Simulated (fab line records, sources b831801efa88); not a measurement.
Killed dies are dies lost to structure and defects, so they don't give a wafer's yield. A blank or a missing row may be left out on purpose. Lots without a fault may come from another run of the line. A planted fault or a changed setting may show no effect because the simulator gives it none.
One fault seen from 2 desks | flow sky130 | each desk has only its own numbers; what lay behind them comes last

THE METROLOGY DESK
What the gauges read, lot by lot, whatever tool the lot ran on: means of the sampled wafers that have a number. A lot is out of limits, marked OUT, if its mean lies more than 4 standard deviations from the usual mean; the brackets give that distance.
Columns: A = DNWELL_TW at SKY_DNWELL_TW_MEAS_09, usual 1118; B = VT_ADJUST_HVTP_TW at SKY_VT_ADJUST_HVTP_TW_MEAS_11, usual 1366
lot  | first seen here | A    | B
L757 | day 3 02:55     | 1125 | 1391
L758 | day 3 12:52     | 1114 | 1365
L759 | day 3 16:37     | 1124 | 1362
L760 | day 3 18:06     | 1117 | 1376
L763 | day 4 14:48     | 1109 | 1361
L764 | day 4 18:22     | 1116 | 1365
L770 | day 6 01:36     | 1110 | 1343
L771 | day 6 11:31     | 1112 | 1341
L776 | day 7 10:55     | 1113 | 1366
L777 | day 7 17:05     | 1119 | 1370
L778 | day 7 19:48     | 1110 | 1360
This desk's finding: nothing out of limits on any of the 11 lots.

THE TOOL OWNER'S DESK: implanter-01
The tool's own readings at SKY_VT_ADJUST_HVTP_IMPLANT_09: means of the sampled wafers that have a number, for each lot that ran on this tool. A lot is out of limits, marked OUT, if its mean lies more than 4 standard deviations from the usual mean; the brackets give that distance.
Columns: A = beam_energy_keV at SKY_VT_ADJUST_HVTP_IMPLANT_09, usual 149.99; B = beam_on_s at SKY_VT_ADJUST_HVTP_IMPLANT_09, usual 9.99 s
lot  | first seen here | A                        | B
L757 | day 5 23:05     | 149.95                   | 10.00
L758 | day 6 09:22     | 149.91                   | 9.90
L760 | day 6 16:10     | 150.02                   | 9.86
L763 | day 7 17:10     | 150.02                   | 10.13
L764 | day 7 20:46     | 150.03                   | 10.08
L770 | day 9 09:58     | 141.47 (-99 or more) OUT | 9.86
L771 | day 9 22:10     | 141.53 (-99 or more) OUT | 10.04
This desk's finding: out of limits on L770, L771; first on L770, day 9 09:58 (beam_energy_keV at SKY_VT_ADJUST_HVTP_IMPLANT_09). In limits: L757, L758, L760, L763, L764.

PUT TOGETHER
The tool owner's desk could have raised an alarm at day 9 09:58, on L770, L771.
The metrology desk saw nothing out of limits.
The metrology desk has L770, L771 on record, within its limits.
Of the lots named, all ran SKY_VT_ADJUST_HVTP_IMPLANT_09 on implanter-01.

WHAT THE SIMULATOR HAD PUT IN
Process parameter drift: implanter-01, from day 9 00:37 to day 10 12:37, at SKY_VT_ADJUST_HVTP_IMPLANT_09. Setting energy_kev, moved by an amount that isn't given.
Lots struck among those shown: L770, L771.
Hours from the fault's start to each desk's first reading out of limits: the tool owner's desk, 9.
